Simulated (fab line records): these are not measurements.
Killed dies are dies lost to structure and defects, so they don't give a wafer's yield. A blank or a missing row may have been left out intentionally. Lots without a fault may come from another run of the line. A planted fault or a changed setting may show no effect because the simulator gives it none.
The tool behind it: which one? + flow gf180mcu + 36 wafers from 12 lots sampled at 6 of the route's 602 steps

WHAT EACH GAUGE READ, for each wafer
GF_HV_LDD_CD_MEAS_07: the cd target is 400 nm. Usual: cd_nm at 399.7 nm, with a standard deviation of 2.5.
| lot  | measured     | on        | cd_nm (nm)        | flag |
|------|--------------|-----------|-------------------|------|
| L276 | day 10 12:53 | cd_sem-01 | 401.1 402.3 399.8 |      |
| L279 | day 11 11:29 | cd_sem-02 | - - -             | OFF  |
| L288 | day 13 22:32 | cd_sem-01 | 399.3 400.9 398.0 |      |
| L290 | day 14 04:45 | cd_sem-01 | 402.0 402.9 403.1 |      |
| L289 | day 14 05:02 | cd_sem-01 | 399.4 399.3 401.0 |      |
| L291 | day 14 17:40 | cd_sem-01 | 402.3 401.8 401.7 |      |
| L292 | day 15 00:35 | cd_sem-01 | 397.7 396.1 395.0 |      |
| L293 | day 15 07:50 | cd_sem-01 | 400.4 401.2 399.5 |      |
| L296 | day 16 08:16 | cd_sem-01 | 403.7 403.1 403.8 |      |
| L297 | day 16 08:32 | cd_sem-01 | 401.3 399.6 396.8 |      |
| L298 | day 16 15:41 | cd_sem-02 | 398.2 397.7 398.8 |      |
| L299 | day 17 02:01 | cd_sem-02 | 398.1 399.9 398.5 |      |

GF_HV_LDD_TW_MEAS_11. Usual: for HV_LDD_TW the level is 2389 and the standard deviation is 14.
| lot  | measured     | on            | HV_LDD_TW      | flag |
|------|--------------|---------------|----------------|------|
| L276 | day 10 13:16 | film_metro-01 | 2406 2410 2389 |      |
| L279 | day 11 11:53 | film_metro-01 | 30 30 30       | OFF  |
| L288 | day 13 22:56 | film_metro-01 | 2377 2379 2377 |      |
| L290 | day 14 05:43 | film_metro-03 | 2391 2382 2392 |      |
| L289 | day 14 05:50 | film_metro-03 | 2398 2386 2406 |      |
| L291 | day 14 18:04 | film_metro-02 | 2404 2406 2409 |      |
| L292 | day 15 00:59 | film_metro-03 | 2410 2401 2408 |      |
| L293 | day 15 08:13 | film_metro-03 | 2403 2412 2405 |      |
| L296 | day 16 08:39 | film_metro-02 | 2422 2429 2427 |      |
| L297 | day 16 08:56 | film_metro-01 | 2377 2382 2368 |      |
| L298 | day 16 16:05 | film_metro-01 | 2377 2371 2376 |      |
| L299 | day 17 02:25 | film_metro-03 | 2398 2402 2383 |      |

GF_HV_LDD_CD_MEAS_31: the cd target is 400 nm. Usual: cd_nm at 399.5 nm, with a standard deviation of 1.9.
| lot  | measured     | on        | cd_nm (nm)        | flag |
|------|--------------|-----------|-------------------|------|
| L276 | day 12 01:23 | cd_sem-02 | 399.9 400.4 399.8 |      |
| L279 | day 13 01:26 | cd_sem-02 | 397.4 396.5 396.4 |      |
| L288 | day 15 15:11 | cd_sem-01 | 398.3 398.8 399.5 |      |
| L290 | day 15 21:58 | cd_sem-01 | 400.9 404.5 399.4 |      |
| L289 | day 15 22:16 | cd_sem-02 | 402.3 397.5 400.2 |      |
| L291 | day 16 12:50 | cd_sem-02 | 399.7 397.4 399.4 |      |
| L292 | day 16 19:12 | cd_sem-01 | 398.8 398.1 398.0 |      |
| L293 | day 17 03:19 | cd_sem-01 | 399.9 397.3 395.0 |      |
| L296 | day 18 06:29 | cd_sem-01 | 397.5 396.4 395.7 |      |
| L297 | day 18 07:21 | cd_sem-01 | 401.7 399.9 400.6 |      |
| L298 | day 18 14:03 | cd_sem-01 | 399.8 399.4 399.8 |      |
| L299 | day 19 01:02 | cd_sem-02 | 397.9 399.2 400.0 |      |

GF_CONTACT_CD_MEAS_14: the cd target is 220 nm. Usual: cd_nm at 220.1 nm, with a standard deviation of 1.4.
| lot  | measured     | on        | cd_nm (nm)        | flag |
|------|--------------|-----------|-------------------|------|
| L276 | day 16 14:27 | cd_sem-01 | 219.3 219.4 219.9 |      |
| L288 | day 20 16:47 | cd_sem-01 | 218.6 219.3 219.7 |      |
| L290 | day 21 02:56 | cd_sem-02 | 223.1 220.6 221.4 |      |
| L289 | day 21 03:24 | cd_sem-02 | 218.7 219.2 218.2 |      |
| L291 | day 21 16:17 | cd_sem-02 | 218.8 218.8 220.4 |      |
| L292 | day 22 00:43 | cd_sem-02 | 219.3 219.9 219.0 |      |
| L293 | day 22 10:52 | cd_sem-02 | 217.2 217.5 218.3 |      |
| L296 | day 23 11:47 | cd_sem-02 | 218.1 218.0 219.0 |      |
| L297 | day 23 12:06 | cd_sem-02 | 221.2 220.2 221.0 |      |
| L298 | day 23 19:02 | cd_sem-01 | 218.8 218.6 218.5 |      |
| L299 | day 24 04:41 | cd_sem-01 | 218.9 219.7 219.2 |      |

EACH LOT AND THE TOOL THAT RAN IT (in order: tool; ch and the chambers of the sampled wafers; start)
| lot  | GF_HV_LDD_EXPOSE_04                 | GF_HV_LDD_STRIP_49                   |
|------|-------------------------------------|--------------------------------------|
| L276 | iline_stepper-02 ch 0, day 10 03:56 | plasma_asher-02 ch 0,1, day 12 21:40 |
| L279 | iline_stepper-01 ch 0, day 11 02:20 | plasma_asher-02 ch 0,1, day 13 21:32 |
| L288 | iline_stepper-01 ch 0, day 13 12:20 | plasma_asher-02 ch 0, day 16 13:26   |
| L290 | iline_stepper-02 ch 0, day 13 18:27 | plasma_asher-03 ch 0,1, day 16 20:53 |
| L289 | iline_stepper-01 ch 0, day 13 18:40 | plasma_asher-02 ch 0,1, day 16 21:22 |
| L291 | iline_stepper-01 ch 0, day 14 07:49 | plasma_asher-02 ch 0,1, day 17 11:59 |
| L292 | iline_stepper-01 ch 0, day 14 14:19 | plasma_asher-04 ch 0,1, day 17 19:10 |
| L293 | iline_stepper-02 ch 0, day 14 22:07 | plasma_asher-04 ch 0,1, day 18 02:42 |
| L296 | iline_stepper-02 ch 0, day 15 21:41 | plasma_asher-03 ch 0,1, day 19 07:49 |
| L297 | iline_stepper-01 ch 0, day 15 22:05 | plasma_asher-03 ch 0,1, day 19 08:34 |
| L298 | iline_stepper-01 ch 0, day 16 04:52 | plasma_asher-02 ch 0,1, day 19 15:17 |
| L299 | iline_stepper-01 ch 0, day 16 14:34 | plasma_asher-03 ch 0,1, day 20 02:22 |
- GF_HV_LDD_EXPOSE_04: exposes mask Nplus LV AREA, target cd 400 nm.
- GF_HV_LDD_STRIP_49: strips in O2/N2.

AS READ BY THE TOOLS THEMSELVES (means over the sampled wafers that have a number; for cases with no such wafer, the mark the record gives instead)
GF_HV_LDD_EXPOSE_04. Usual: reticle_temp_C at 23.01 C, with a standard deviation of 0.11.
| lot  | tool             | reticle_temp_C (C) | flag |
|------|------------------|--------------------|------|
| L276 | iline_stepper-02 | 23.02              |      |
| L279 | iline_stepper-01 | 23.02              |      |
| L288 | iline_stepper-01 | 23.00              |      |
| L290 | iline_stepper-02 | 23.06              |      |
| L289 | iline_stepper-01 | 22.97              |      |
| L291 | iline_stepper-01 | 23.19              |      |
| L292 | iline_stepper-01 | 23.02              |      |
| L293 | iline_stepper-02 | 22.99              |      |
| L296 | iline_stepper-02 | 23.02              |      |
| L297 | iline_stepper-01 | 22.99              |      |
| L298 | iline_stepper-01 | 22.98              |      |
| L299 | iline_stepper-01 | 22.98              |      |

GF_HV_LDD_STRIP_49. Usual: drypump_motor_current_A 5.6 A, standard deviation 0.5; heater_power_w 331 W, standard deviation 17; oes_product_au 0.715 a.u., standard deviation 0.0043; strip_time_to_endpoint_s 12.62 s, standard deviation 0.031.
| lot  | tool            | drypump_motor_current_A (A) | heater_power_w (W) | oes_product_au (a.u.) | strip_time_to_endpoint_s (s) | flag |
|------|-----------------|-----------------------------|--------------------|-----------------------|------------------------------|------|
| L276 | plasma_asher-02 | 5.5                         | 332                | 0.718                 | 12.57                        |      |
| L279 | plasma_asher-02 | 5.5                         | 322                | 0.720                 | 12.61                        |      |
| L288 | plasma_asher-02 | 5.4                         | 333                | 0.716                 | 12.63                        |      |
| L290 | plasma_asher-03 | 6.0                         | 320                | 0.715                 | 12.61                        |      |
| L289 | plasma_asher-02 | 5.5                         | 331                | 0.714                 | 12.64                        |      |
| L291 | plasma_asher-02 | 5.5                         | 323                | 0.711                 | 12.62                        |      |
| L292 | plasma_asher-04 | 5.9                         | 348                | 0.708                 | 12.58                        |      |
| L293 | plasma_asher-04 | 5.8                         | 351                | 0.717                 | 12.68                        |      |
| L296 | plasma_asher-03 | 5.4                         | 328                | 0.712                 | 12.60                        |      |
| L297 | plasma_asher-03 | 5.4                         | 333                | 0.716                 | 12.62                        |      |
| L298 | plasma_asher-02 | 5.5                         | 327                | 0.717                 | 12.60                        |      |
| L299 | plasma_asher-03 | 6.0                         | 312                | 0.712                 | 12.65                        |      |

THE ANSWER, worked out from the rows above alone
Rule: lot off if the mean of its wafers having a number is beyond 3 standard deviations from the usual mean. Also off: a lot with no number at a reading for which 4 or more lots have one. Where the step has rows for the other lots, those lots are counted as sound. Order of review: gauges by route order, followed by the tools' own readings, for which a lot's mean as printed above is used. At the first step where some lot is off, the reading lying furthest off is the one used; lots without a number count as furthest.
Off at GF_HV_LDD_CD_MEAS_07 (cd_nm): L279. Without a number there: L279.
If a tool, at a process step before that reading, ran all the lots that are off and no sound lot after the first of them, it fits. Not tried: the gauges at GF_HV_LDD_CD_MEAS_07; whatever is off there is also off at GF_HV_LDD_TW_MEAS_11, on other tools, and gauge error can't account for it. No candidate that was tried fits.

WHAT THE SIMULATOR HAD INSERTED
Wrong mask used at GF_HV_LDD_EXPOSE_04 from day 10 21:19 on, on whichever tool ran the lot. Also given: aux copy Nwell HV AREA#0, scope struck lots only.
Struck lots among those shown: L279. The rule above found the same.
